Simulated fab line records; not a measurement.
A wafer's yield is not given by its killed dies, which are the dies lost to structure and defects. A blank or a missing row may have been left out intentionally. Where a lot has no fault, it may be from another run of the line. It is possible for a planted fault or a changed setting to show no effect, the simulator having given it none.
A struck lot beside a sound one    flow sky130    17 steps out of a route of 708
Sound: the wafers L690.2, L690.4, L690.6. Wafers L682.1, L682.2, L682.4 were the ones struck. At the end, the cause is stated.
Order at every step that has rows: each side's tool, ch and its chambers, its first start. Under that, the readings that differ: sound wafers    struck wafers    difference of the means    sigmas: that difference in standard deviations of wafers without a fault.
alike: words and numbers the same on both sides, and readings whose means are apart by under 2 such deviations; not compared: readings that were withheld, readings missing a value for some wafer, numbers with overlapping values and no deviation given by the record, and bounds like >300 which may hide the same value.
Wherever a step has rows on one side only, a row that says differs or no value, or a row with sigmas, the two part there. When numbers do not overlap yet have no deviation, they are printed without sigmas and do not part them. A reading that every wafer of one side lacks parts them only if that side has two wafers or more.

first, 2 steps without rows for these wafers: SKY_NWELL_IMPLANT_12; SKY_NWELL_IMPLANT_13.
SKY_NWELL_STRIP_14: strips in O2/N2.
  sound on plasmaAsher-04 ch 0,1, day 8 20:28; struck on plasmaAsher-02 ch 0,1, day 7 02:32
  alike: drypumpMotorCurrentA, oesProductAu, stripTimeToEndpointS
  not compared: rfHoursCounterH
SKY_NWELL_TW_MEAS_15:
  sound on filmMetro-01 at day 8 20:34; struck on filmMetro-01 at day 7 02:38
  alike: NWELL_TW
then, 7 steps without rows for these wafers: SKY_NWELL_DEHYDRATE_16 (time 60 s); SKY_NWELL_HMDS_17 (prime time 60 s); SKY_NWELL_COAT_18 (resist thk 3000 nm); SKY_NWELL_SOFTBAKE_19; SKY_NWELL_EXPOSE_20 (exposes mask NWM COMPLEMENT, target cd 840 nm); SKY_NWELL_PEB_21; SKY_NWELL_DEVELOP_22 (develop time 60 s).
SKY_NWELL_OVL_MEAS_23:
  sound on overlay-02 at day 9 17:06; struck on overlay-01 at day 7 20:52
  alike: NWELL_01_OVL
SKY_NWELL_IMPLANT_24:
  sound on implanter-02 ch 0, day 9 17:10; struck on implanter-03 ch 0, day 7 20:55
reading           sound                          struck                     difference  sigmas
doseIonsCm2       9.204e+12 9.196e+12 9.206e+12  9.972e+12 9.979e+12 1e+13  +7.817e+11  +71
faradayCurrentUA  51.8 50.6 53.1                 52.0 57.8 57.5             +3.9        +4
  alike: beamOnS, endStationPressureTorr
SKY_NWELL_STRIP_25: strips in O2/N2.
  sound on plasmaAsher-02 ch 0,1, day 9 17:17; struck on plasmaAsher-04 ch 0,1, day 7 21:04
  alike: drypumpMotorCurrentA, oesProductAu, stripTimeToEndpointS
  not compared: rfHoursCounterH
SKY_NWELL_TW_MEAS_26:
  sound on filmMetro-04 at day 9 17:23; struck on filmMetro-01 at day 7 21:10
reading     sound              struck             difference  sigmas
NWELL_2_TW  503.8 501.5 502.4  511.6 510.8 510.8  +8.5        +3
then, 1 step without rows for these wafers: SKY_NWELL_CLEAN_27 (cleans in SC1/SC2, time 150 s).
-- the record jumps here: 40 days lie between the struck wafers' starts before and after (it left off in module NWELL and takes up again in module PAD_OPEN, whose first step shown is number 708 of the route) --
SKY_PAD_OPEN_PROBE_99:
  sound on prober-01 at day 49 16:35; struck on prober-01 at day 48 06:53
reading                                sound                         struck                         difference  sigmas
killedAtOther                          2 2 1                         0 0 0                          -2          -3
model.etest.pfet_16v.rOnOhmUm          1.49e+04 1.523e+04 1.531e+04  1.489e+04 1.454e+04 1.458e+04  -4.767e+02  
model.etest.resPwellUnderGate.rsOhmSq  2301 2308 2322                2153 2167 2160                 -150        
model.etest.fieldN.vtV (V)             35.53 35.68 35.43             37.95 37.11 37.22              +1.88       
  alike: killed_at_M0_to_M3, killed_at_M4_up, killedAtContacts, killedAtFrontEnd, killedDies, killedOpen, killedShort
  not compared: model.etest.pfet_16v.driveUaUm

## WHERE THEY PART
Earliest at SKY_NWELL_IMPLANT_24; latest, in this record, at SKY_PAD_OPEN_PROBE_99.

WHY: whatever the simulator had introduced
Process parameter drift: implanter-03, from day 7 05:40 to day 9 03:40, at SKY_NWELL_IMPLANT_24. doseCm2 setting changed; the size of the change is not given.
